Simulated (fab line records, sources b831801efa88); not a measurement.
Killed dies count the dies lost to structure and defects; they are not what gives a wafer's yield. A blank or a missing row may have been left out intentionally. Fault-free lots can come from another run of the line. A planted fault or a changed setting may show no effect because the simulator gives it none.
Which tool did it? / flow gf180mcu / Sampling: 6 lots, 18 wafers, 2 of 602 route steps

== WHAT THE GAUGES SHOWED, per wafer ==
GF_V3_THK_MEAS_25: measures by xrf.
lot=L531; measured=day 22 21:04; on=film metro-01; V3_W_THK (nm)=358 357 360
lot=L533; measured=day 23 14:23; on=film metro-02; V3_W_THK (nm)=367 366 362
lot=L539; measured=day 25 14:30; on=film metro-03; V3_W_THK (nm)=359 363 361
lot=L544; measured=day 27 05:38; on=film metro-02; V3_W_THK (nm)=366 364 364
lot=L550; measured=day 29 01:12; on=film metro-01; V3_W_THK (nm)=359 354 354
lot=L552; measured=day 29 14:42; on=film metro-02; V3_W_THK (nm)=372 363 367

== WHICH TOOL RAN EACH LOT (tool, then ch and the chambers of the sampled wafers, then the start) ==
lot=L531; GF_DUAL_GATE_STRIP_13=plasma asher-04 ch 0,1, day 8 14:53
lot=L533; GF_DUAL_GATE_STRIP_13=plasma asher-04 ch 0,1, day 9 05:28
lot=L539; GF_DUAL_GATE_STRIP_13=plasma asher-01 ch 0,1, day 10 21:10
lot=L544; GF_DUAL_GATE_STRIP_13=plasma asher-02 ch 0,1, day 12 08:23
lot=L550; GF_DUAL_GATE_STRIP_13=plasma asher-02 ch 0,1, day 14 01:25
lot=L552; GF_DUAL_GATE_STRIP_13=plasma asher-01 ch 1, day 14 15:53
- GF_DUAL_GATE_STRIP_13: strips in O2/N2.

== THE ANSWER, worked out from the rows above alone ==
Rule: the usual values come from the lots themselves. The widest of any qualifying gaps counts: lots, ordered by their means at a reading, are off when they make up no more than a third of the lots, leave a main group of 4 or more, and stand apart from it by 3 or more times the standard deviation of that group's means. A main group whose means are all the same, to the digits that the tables above print for the reading, isn't used. Also off: a lot with no number at a reading for which 4 or more lots have one. The other lots that the step has rows for count as sound.
No lot is off at any reading shown: from this, nothing can be told.

== WHAT THE SIMULATOR PUT IN ==
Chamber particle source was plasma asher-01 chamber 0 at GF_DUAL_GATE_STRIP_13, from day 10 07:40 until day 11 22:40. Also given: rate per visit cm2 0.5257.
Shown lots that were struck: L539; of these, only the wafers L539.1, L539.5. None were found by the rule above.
